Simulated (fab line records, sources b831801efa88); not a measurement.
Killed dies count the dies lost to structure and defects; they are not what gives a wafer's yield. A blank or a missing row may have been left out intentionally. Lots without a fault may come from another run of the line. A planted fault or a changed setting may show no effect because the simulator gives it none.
Matching of chambers ; flow gf180mcu ; GF_STI_ETCH_14 on rieSi-02 has 4 sister chambers
The step etches Si in HBr/Cl2/O2, target depth 360 nm, time 102.9 s. 4 wafers are shown with their chamber, then 7 later ones without.

== EACH WAFER AND ITS CHAMBER ==
wafer;chamber;chamberPressureMTorr (mTorr)
L450.1;2;14.985
L450.3;3;15.002
L453.1;1;14.990
L453.5;0;15.002

== WAFERS MISSING THEIR CHAMBER ==
wafer;chamberPressureMTorr (mTorr)
L453.6;14.993
L455.3;14.981
L455.4;14.993
L455.6;14.994
L456.2;14.986
L456.3;14.957
L456.6;14.996

== WHICH CHAMBER EACH WENT THROUGH ==
wafer;from the rows above;in truth
L453.6;can't be placed: 1 or 2 or 0 or 3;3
L455.3;can't be placed: 2 or 1 or 0 or 3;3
L455.4;can't be placed: 1 or 2 or 0 or 3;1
L455.6;can't be placed: 1 or 0 or 3 or 2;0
L456.2;can't be placed: 2 or 1 or 0 or 3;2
L456.3;can't be placed: 2 or 1 or 0 or 3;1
L456.6;can't be placed: 0 or 1 or 3 or 2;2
Correct placement for 0 of the 7. Not placeable from these rows: 7 (in 7, the candidates include the true chamber). Number placed wrongly: 0.
How it was worked out, from the rows above alone: a wafer's distance from a chamber is the root of the sum, over the readings, of the square of ((its reading less the chamber's mean) divided by the reading's scatter). The wafer belongs to the nearest chamber; if the next one is less than 2 further off, it can't be placed. A chamber's mean is the mean of its shown wafers. The scatter: with one shown wafer a chamber, the root of the mean of the squares of how far each hidden wafer lies from its nearest shown one.
